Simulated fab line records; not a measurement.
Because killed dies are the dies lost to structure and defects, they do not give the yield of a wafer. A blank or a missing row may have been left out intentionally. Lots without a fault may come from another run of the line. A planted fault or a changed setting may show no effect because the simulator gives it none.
Shared-tool check :: flow sky130 :: Sample size 10 lots and 30 wafers

WHAT PROMPTED THE OPENING
SKY_LDD_N_TW_MEAS_17, reading LDD_N_TW: flagged on 3 of 10 lots. No-fault wafers: 2580, standard deviation 17.
Rule: a lot is flagged in two cases, either no wafer of it has a number, or all its wafers with numbers fall more than 4 standard deviations from that mean. The rest of the lots are taken to be sound.

lot: L300
measured: day 17 16:32
on: film metro-04
LDD_N_TW, wafer by wafer: 2555 2554 2567
flag: 

lot: L301
measured: day 17 19:13
on: film metro-01
LDD_N_TW, wafer by wafer: 2587 2577 2580
flag: 

lot: L305
measured: day 19 23:43
on: film metro-03
LDD_N_TW, wafer by wafer: 2819 2823 2823
flag: FLAGGED

lot: L306
measured: day 20 10:38
on: film metro-01
LDD_N_TW, wafer by wafer: 2854 2841 2829
flag: FLAGGED

lot: L307
measured: day 20 15:47
on: film metro-04
LDD_N_TW, wafer by wafer: 2811 2812 2816
flag: FLAGGED

lot: L314
measured: day 23 03:14
on: film metro-04
LDD_N_TW, wafer by wafer: 2560 2549 2555
flag: 

lot: L315
measured: day 23 12:28
on: film metro-03
LDD_N_TW, wafer by wafer: 2585 2580 2593
flag: 

lot: L319
measured: day 24 22:37
on: film metro-03
LDD_N_TW, wafer by wafer: 2573 2579 2565
flag: 

lot: L322
measured: day 25 14:31
on: film metro-01
LDD_N_TW, wafer by wafer: 2578 2580 2584
flag: 

lot: L323
measured: day 26 01:19
on: film metro-01
LDD_N_TW, wafer by wafer: 2576 2587 2575
flag: 
The mean of the flagged lots' numbers is 2825, +245 from the usual (+14 standard deviations).

WHICH TOOL RAN EACH LOT
Before the reading, the record contains 4 process steps out of a 708-step route. Cell contents, in order: the tool; ch with the chambers the sampled wafers went through; the start.
lot: L300
flag: 
SKY_SONOS_ONO_ETCH_15: rie diel-02 ch 0,1,3, day 12 13:05
SKY_GATE_OXIDE_STRIP_13: plasma asher-02 ch 0,1, day 13 16:41
SKY_LDD_N_IMPLANT_11: implanter-02 ch 0, day 17 15:41
SKY_LDD_N_STRIP_16: plasma asher-04 ch 0,1, day 17 16:26

lot: L301
flag: 
SKY_SONOS_ONO_ETCH_15: rie diel-02 ch 1,3, day 12 18:58
SKY_GATE_OXIDE_STRIP_13: plasma asher-02 ch 0,1, day 13 21:58
SKY_LDD_N_IMPLANT_11: implanter-02 ch 0, day 17 18:24
SKY_LDD_N_STRIP_16: plasma asher-02 ch 0,1, day 17 19:08

lot: L305
flag: FLAGGED
SKY_SONOS_ONO_ETCH_15: rie diel-02 ch 0,1,3, day 14 14:37
SKY_GATE_OXIDE_STRIP_13: plasma asher-03 ch 0,1, day 15 19:38
SKY_LDD_N_IMPLANT_11: implanter-02 ch 0, day 19 22:52
SKY_LDD_N_STRIP_16: plasma asher-01 ch 0,1, day 19 23:36

lot: L306
flag: FLAGGED
SKY_SONOS_ONO_ETCH_15: rie diel-03 ch 0,1,3, day 14 22:10
SKY_GATE_OXIDE_STRIP_13: plasma asher-03 ch 0, day 16 03:43
SKY_LDD_N_IMPLANT_11: implanter-02 ch 0, day 20 09:48
SKY_LDD_N_STRIP_16: plasma asher-02 ch 0,1, day 20 10:31

lot: L307
flag: FLAGGED
SKY_SONOS_ONO_ETCH_15: rie diel-02 ch 0,3, day 15 04:14
SKY_GATE_OXIDE_STRIP_13: plasma asher-01 ch 0,1, day 16 13:05
SKY_LDD_N_IMPLANT_11: implanter-02 ch 0, day 20 14:56
SKY_LDD_N_STRIP_16: plasma asher-01 ch 0,1, day 20 15:41

lot: L314
flag: 
SKY_SONOS_ONO_ETCH_15: rie diel-04 ch 1,2,3, day 17 11:53
SKY_GATE_OXIDE_STRIP_13: plasma asher-02 ch 0,1, day 18 21:08
SKY_LDD_N_IMPLANT_11: implanter-02 ch 0, day 23 02:23
SKY_LDD_N_STRIP_16: plasma asher-02 ch 0,1, day 23 03:08

lot: L315
flag: 
SKY_SONOS_ONO_ETCH_15: rie diel-03 ch 0,3, day 17 22:31
SKY_GATE_OXIDE_STRIP_13: plasma asher-03 ch 0,1, day 19 06:22
SKY_LDD_N_IMPLANT_11: implanter-03 ch 0, day 23 11:37
SKY_LDD_N_STRIP_16: plasma asher-02 ch 0,1, day 23 12:22

lot: L319
flag: 
SKY_SONOS_ONO_ETCH_15: rie diel-04 ch 2,3, day 19 11:47
SKY_GATE_OXIDE_STRIP_13: plasma asher-03 ch 0,1, day 20 20:06
SKY_LDD_N_IMPLANT_11: implanter-03 ch 0, day 24 21:46
SKY_LDD_N_STRIP_16: plasma asher-02 ch 0,1, day 24 22:31

lot: L322
flag: 
SKY_SONOS_ONO_ETCH_15: rie diel-02 ch 1,3, day 20 03:46
SKY_GATE_OXIDE_STRIP_13: plasma asher-01 ch 1, day 21 12:58
SKY_LDD_N_IMPLANT_11: implanter-02 ch 0, day 25 13:40
SKY_LDD_N_STRIP_16: plasma asher-02 ch 1, day 25 14:24

lot: L323
flag: 
SKY_SONOS_ONO_ETCH_15: rie diel-02 ch 0,1,3, day 20 14:19
SKY_GATE_OXIDE_STRIP_13: plasma asher-01 ch 1, day 21 23:26
SKY_LDD_N_IMPLANT_11: implanter-03 ch 0, day 26 00:28
SKY_LDD_N_STRIP_16: plasma asher-04 ch 0,1, day 26 01:12
What these steps do:
- SKY_SONOS_ONO_ETCH_15: etches the open film in CHF3/O2, target depth 19.52 nm, time 7.8 s.
- SKY_GATE_OXIDE_STRIP_13: strips in O2/N2.
- SKY_LDD_N_IMPLANT_11
- SKY_LDD_N_STRIP_16: strips in O2/N2.
- SKY_LDD_N_TW_MEAS_17

FLAGGED AGAINST TOTAL, ONE TOOL AT A TIME (gauges that did the reading follow at the end)
step: SKY_SONOS_ONO_ETCH_15
tool: rie diel-02
lots run: 6
flagged: 2
share of the flagged lots: some
sound lots run after its first flagged lot: 2 (L322,L323)

step: SKY_SONOS_ONO_ETCH_15
tool: rie diel-03
lots run: 2
flagged: 1
share of the flagged lots: some
sound lots run after its first flagged lot: 1 (L315)

step: SKY_SONOS_ONO_ETCH_15
tool: rie diel-04
lots run: 2
flagged: 0
share of the flagged lots: none
sound lots run after its first flagged lot: -

step: SKY_GATE_OXIDE_STRIP_13
tool: plasma asher-01
lots run: 3
flagged: 1
share of the flagged lots: some
sound lots run after its first flagged lot: 2 (L322,L323)

step: SKY_GATE_OXIDE_STRIP_13
tool: plasma asher-02
lots run: 3
flagged: 0
share of the flagged lots: none
sound lots run after its first flagged lot: -

step: SKY_GATE_OXIDE_STRIP_13
tool: plasma asher-03
lots run: 4
flagged: 2
share of the flagged lots: some
sound lots run after its first flagged lot: 2 (L315,L319)

step: SKY_LDD_N_IMPLANT_11
tool: implanter-02
lots run: 7
flagged: 3
share of the flagged lots: all
sound lots run after its first flagged lot: 2 (L314,L322)

step: SKY_LDD_N_IMPLANT_11
tool: implanter-03
lots run: 3
flagged: 0
share of the flagged lots: none
sound lots run after its first flagged lot: -

step: SKY_LDD_N_STRIP_16
tool: plasma asher-01
lots run: 2
flagged: 2
share of the flagged lots: some
sound lots run after its first flagged lot: 0

step: SKY_LDD_N_STRIP_16
tool: plasma asher-02
lots run: 6
flagged: 1
share of the flagged lots: some
sound lots run after its first flagged lot: 4 (L314,L315,L319,L322)

step: SKY_LDD_N_STRIP_16
tool: plasma asher-04
lots run: 2
flagged: 0
share of the flagged lots: none
sound lots run after its first flagged lot: -

step: SKY_LDD_N_TW_MEAS_17
tool: film metro-01
lots run: 4
flagged: 1
share of the flagged lots: some
sound lots run after its first flagged lot: 2 (L322,L323)

step: SKY_LDD_N_TW_MEAS_17
tool: film metro-03
lots run: 3
flagged: 1
share of the flagged lots: some
sound lots run after its first flagged lot: 2 (L315,L319)

step: SKY_LDD_N_TW_MEAS_17
tool: film metro-04
lots run: 3
flagged: 1
share of the flagged lots: some
sound lots run after its first flagged lot: 1 (L314)

THE TABLE: WHAT IT ALLOWS
Rows of the table that ran each flagged lot: 1, that is implanter-02 at SKY_LDD_N_IMPLANT_11.
- implanter-02 at SKY_LDD_N_IMPLANT_11 ran 7 lots, 3 of them flagged. Sound lots followed the first flagged one (L314, L322) on it, something a lasting fault affecting the whole tool could not allow. Its own readings lie more than 4 standard deviations out on every wafer of the flagged lots: beam on s, dose ions cm2, faraday current uA.
Every row of the table either missed a flagged lot or ran a sound lot after the first.

WHAT THE SIMULATOR HAD INSERTED
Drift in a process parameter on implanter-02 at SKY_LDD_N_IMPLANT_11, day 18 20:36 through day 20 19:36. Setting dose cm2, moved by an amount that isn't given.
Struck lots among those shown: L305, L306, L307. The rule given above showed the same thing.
